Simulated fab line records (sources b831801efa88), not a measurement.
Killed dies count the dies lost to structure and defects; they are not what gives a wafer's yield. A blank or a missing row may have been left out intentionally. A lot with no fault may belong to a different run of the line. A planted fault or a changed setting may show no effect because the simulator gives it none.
Split-lot trial ; flow sfqLine ; on a route of 325 steps: 5 lots, 23 wafers read

## ON THE SPLIT
At SFQ_TRILAYER_M4_DEP_SPUTTER_091 (material Nb, target thk 200 nm, time 133.3 s), the setting powerW was moved away from the recipe's 2000 W on 10 of the 23 wafers read, by -9.5% to +8.3%. All remaining wafers had this setting at the recipe value.

## FROM THE SPLIT TO THE READING: what the file shows between them, 5 steps
- SFQ_M4_RS_MEAS_924: measures by four-point-probe
- SFQ_TRILAYER_M4_LITHO_EXPOSE_094: exposes mask M4, target cd 500 nm (also split here: doseMj)
- SFQ_TRILAYER_M4_LITHO_PEB_096: peb time 60 s
- SFQ_TRILAYER_M4_LITHO_DEVELOP_095: time 60 s
- SFQ_TRILAYER_M4_BARC_OPEN_METAL_ETCH_123: etches BARC in O2, target depth 125 nm, time 41.7 s

## THE READING
oesProductAu, in a.u., at SFQ_TRILAYER_M4_ETCH_METAL_ETCH_096 (etches Nb in Cl2/Ar, stops on SiO2, target depth 240 nm, time 120 s). A value of 0.892 a.u. with a standard deviation of 0.0073 a.u. is what fault-free wafers of this fab line usually give.

wafer;tool, chamber at the split;powerW as run, W;against the recipe;oesProductAu, a.u.;against lot-mates on the recipe
L076.2;pvdSputter-04, -;2167;+8.3%;0.934;+0.039
L076.3;pvdSputter-04, -;2000;recipe;0.891;-
L076.4;pvdSputter-04, -;2167;+8.3%;0.940;+0.045
L076.5;pvdSputter-04, -;2000;recipe;0.891;-
L076.6;pvdSputter-04, -;2000;recipe;0.903;-
L077.1;pvdSputter-04, -;2000;recipe;0.904;-
L077.2;pvdSputter-04, -;2000;recipe;0.896;-
L077.3;pvdSputter-04, -;1890;-5.5%;0.866;-0.034
L077.4;pvdSputter-04, -;1890;-5.5%;0.862;-0.038
L077.6;pvdSputter-04, -;1890;-5.5%;0.863;-0.037
L079.2;pvdSputter-06, -;2000;recipe;0.886;-
L079.4;pvdSputter-06, -;2000;recipe;0.891;-
L079.6;pvdSputter-06, -;2000;recipe;0.881;-
L082.1;pvdSputter-06, -;2000;recipe;0.889;-
L082.3;pvdSputter-06, -;2069;+3.4%;0.906;+0.020
L082.4;pvdSputter-06, -;2000;recipe;0.882;-
L082.5;pvdSputter-06, -;2000;recipe;0.886;-
L082.6;pvdSputter-06, -;2069;+3.4%;0.919;+0.033
L084.1;pvdSputter-05, -;1810;-9.5%;0.844;-0.047
L084.2;pvdSputter-05, -;1810;-9.5%;0.848;-0.043
L084.3;pvdSputter-05, -;2000;recipe;0.889;-
L084.4;pvdSputter-05, -;2000;recipe;0.892;-
L084.5;pvdSputter-05, -;1810;-9.5%;0.850;-0.041

FIT RESULTS
A straight line over all 23 wafers: oesProductAu changes by +0.00503 a.u. for each +1% of powerW; r = +0.97; the points scatter about the line by 0.0061 a.u.
The same after taking each lot's own level away (the mean of its wafers on the recipe; 23 wafers): +0.00519 a.u. for each +1%; r = +0.97; scatter 0.0061 a.u.
Per that fit: largest powerW move, reading shift of 0.049 a.u.
Measured against the standard deviation above, the lots' own levels, which go from 0.8857 to 0.9000 a.u., span 2.0 times it.
So the lot-to-lot level changes the slope little: the two slopes agree.
Check: -0.0495 a.u. against its lot-mates is what the line predicts for one of the wafers moved furthest among these (-9.5%) when that wafer is left out of the fit. It came out at -0.0465 a.u. against them.

## THESE WAFERS: OTHER SPLITS
These wafers also went through other splits before the reading. Each is held against what the fit with the lots' levels taken away leaves over:
other split on the same wafers;wafers away from the commonest value;r with oesProductAu (lot level and that fit taken away)
SFQ_TRILAYER_I2_CMP_CMP_064 leaveAboveRefNm;10;-0.18
SFQ_TRILAYER_I2_VIA_LITHO_EXPOSE_068 doseMj;11;-0.11
SFQ_TRILAYER_I2_VIA_BARC_OPEN_VIA_ETCH_096 biasW;7;+0.12
SFQ_TRILAYER_M3_ETCH_METAL_ETCH_078 icpW;10;+0.31
SFQ_TRILAYER_I3_CMP_CMP_082 leaveAboveRefNm;5;+0.30
SFQ_TRILAYER_I3_VIA_LITHO_COAT_090 spinRpm;7;+0.31
SFQ_TRILAYER_M4_LITHO_EXPOSE_094 doseMj;11;+0.32

## THE WHOLE CHAIN: every reading that the file lists as answering this split, in the file's order
step;what it does;reading;change (the file's fit);r (the file's)
SFQ_TRILAYER_M4_DEP_SPUTTER_091;material Nb, target thk 200 nm, time 133.3 s;Nb_of_TRILAYER_M4_DEP_SPUTTER_091.thkNm (the simulator's own value, which no gauge read);+2.12 nm for each +1% of the setting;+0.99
SFQ_M4_RS_MEAS_924;measures by four-point-probe;M4_NB_RS;-0.00984 for each +1% of the setting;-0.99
SFQ_TRILAYER_M4_ETCH_METAL_ETCH_096;etches Nb in Cl2/Ar, stops on SiO2, target depth 240 nm, time 120 s;oesProductAu;+0.00521 a.u. for each +1% of the setting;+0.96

## FILE'S OWN FIT
oesProductAu changes by +0.00521 a.u. for each +1% of powerW, r = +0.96.
